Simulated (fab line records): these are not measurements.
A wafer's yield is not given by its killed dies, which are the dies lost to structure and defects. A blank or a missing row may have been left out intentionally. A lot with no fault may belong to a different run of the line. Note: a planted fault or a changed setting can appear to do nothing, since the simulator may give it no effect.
Comparing a struck lot with a sound one | flow sky130 | 17 steps out of a route of 708
Sound: these wafers, L956.2, L956.3, L956.4. Wafers struck: L963.1, L963.3, L963.5. At the end, the cause is stated.
Order at every step that has rows: each side's tool, ch and its chambers, its first start. Under that, the readings that differ: sound wafers | struck wafers | difference of the means | sigmas: that difference in standard deviations of wafers without a fault.
alike: a reading whose means differ by less than 2 such deviations, as well as words and numbers matching on both sides. not compared: withheld readings; readings where some wafer has no value; bounds like >300 that might hide an equal value; numbers whose values overlap and for which the record gives no deviation.
Wherever a step has rows on one side only, a row that says differs or no value, or a row with sigmas, the two part there. Non-overlapping numbers with no deviation appear without sigmas and do not part them. Lack of a reading on every wafer of one side parts them only where that side has two or more wafers.

first, 1 step without rows for these wafers: SKY_VT_ADJUST_LVTN_IMPLANT_19.
SKY_VT_ADJUST_LVTN_STRIP_20: strips in O2/N2.
  sound on plasmaAsher-04 ch 0,1, day 9 16:29; struck on plasmaAsher-01 ch 0,1, day 11 20:31
  alike: drypumpMotorCurrentA, oesProductAu, stripTimeToEndpointS
  not compared: rfHoursCounterH
SKY_VT_ADJUST_LVTN_TW_MEAS_21:
  sound on filmMetro-04, day 9 16:35; struck on filmMetro-04, day 11 20:37
  alike: VT_ADJUST_LVTN_2_TW
then, 7 steps without rows for these wafers: SKY_VT_ADJUST_NCORE_DEHYDRATE_00 (time 60 s); SKY_VT_ADJUST_NCORE_HMDS_01 (prime time 60 s); SKY_VT_ADJUST_NCORE_COAT_02 (resist thk 1140 nm); SKY_VT_ADJUST_NCORE_SOFTBAKE_03 (time 60 s); SKY_VT_ADJUST_NCORE_EXPOSE_04 (exposes mask LVTN COMPLEMENT THIN, target cd 380 nm); SKY_VT_ADJUST_NCORE_PEB_05; SKY_VT_ADJUST_NCORE_DEVELOP_06 (develop time 60 s).
SKY_VT_ADJUST_NCORE_CD_MEAS_07: the cd target is 380 nm.
  sound on cdSem-01, day 10 14:14; struck on cdSem-01, day 12 20:40
  alike: cdNm
SKY_VT_ADJUST_NCORE_OVL_MEAS_08:
  sound on overlay-01, day 10 14:20; struck on overlay-02, day 12 20:47
  alike: VT_ADJUST_NCORE_OVL
SKY_VT_ADJUST_NCORE_IMPLANT_09:
  sound on implanter-03 ch 0, day 10 14:23; struck on implanter-04 ch 0, day 12 20:49
reading                  | sound                | struck               | difference | sigmas
beamEnergyKeV            | 10.003 10.005 9.9983 | 6.1495 6.1528 6.1555 | -3.8495    | -99 or more
model.implant.rpNm (nm)  | 32.92 32.92 32.92    | 21.95 21.95 21.95    | -10.97     | 
model.implant.drpNm (nm) | 17.11 17.11 17.11    | 12.17 12.17 12.17    | -4.94      | 
SKY_VT_ADJUST_NCORE_STRIP_10: strips in O2/N2.
  sound on plasmaAsher-04 ch 0,1, day 10 14:31; struck on plasmaAsher-03 ch 0,1, day 12 20:58
reading                  | sound       | struck      | difference | sigmas
drypumpMotorCurrentA (A) | 6.3 5.8 6.3 | 5.3 5.3 4.9 | -1.0       | -2
  alike: oesProductAu, stripTimeToEndpointS
  not compared: rfHoursCounterH
SKY_VT_ADJUST_NCORE_TW_MEAS_11:
  sound on filmMetro-01, day 10 14:37; struck on filmMetro-01, day 12 21:04
reading            | sound             | struck            | difference | sigmas
VT_ADJUST_NCORE_TW | 221.1 221.3 221.1 | 196.5 197.9 197.2 | -24.0      | -12
then, 1 step without rows for these wafers: SKY_VT_ADJUST_HVTR_DEHYDRATE_00 (time 60 s).
-- a jump in the record: the struck wafers' starts before and after are 37 days apart (it breaks off in module VT_ADJUST_HVTR and resumes in module PAD_OPEN, where the first step shown is number 708 of the route) --
SKY_PAD_OPEN_PROBE_99:
  sound on prober-02, day 47 12:31; struck on prober-01, day 49 09:41
reading                               | sound               | struck                        | difference | sigmas
killedDies                            | 113 112             | 88 89 86                      | -25        | -3
model.etest.nfet_16v.rOnOhmUm         | 1.424e+04 1.423e+04 | 1.334e+04 1.328e+04 1.337e+04 | -9.050e+02 | 
model.etest.pfetG5v0d10v5.rOnOhmUm    | 4763 4804           | 4986 4913 5056                | +202       | 
model.etest.resPwellUnderGate.rsOhmSq | 2323 2325           | 2318 2303 2304                | -16        | 
model.etest.pfetG5v0d10v5.driveUaUm   | 338.9 336.9         | 320.8 327.1 319.3             | -15.5      | 
model.etest.pfet_16v.driveUaUm        | 240.8 239.2         | 233.9 233.1 231.7             | -7.1       | 
model.etest.nfet_16v.driveUaUm        | 217.7 221.3         | 230.4 233.5 231.2             | +12.2      | 
model.etest.pfetG5v0d10v5.offLog10AUm | -12.71 -12.74       | -13.61 -13.61 -13.57          | -0.87      | 
  alike: killed_at_M0_to_M3, killed_at_M4_up, killedAtContacts, killedAtFrontEnd, killedAtOther, killedOpen, killedShort
  not compared: model.etest.pfet_16v.rOnOhmUm

WHERE THEY PART
First at SKY_VT_ADJUST_NCORE_IMPLANT_09; last, within this record, at SKY_PAD_OPEN_PROBE_99.

WHY: what had been put in by the simulator
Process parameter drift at SKY_VT_ADJUST_NCORE_IMPLANT_09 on implanter-04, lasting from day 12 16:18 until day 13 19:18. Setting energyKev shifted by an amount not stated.
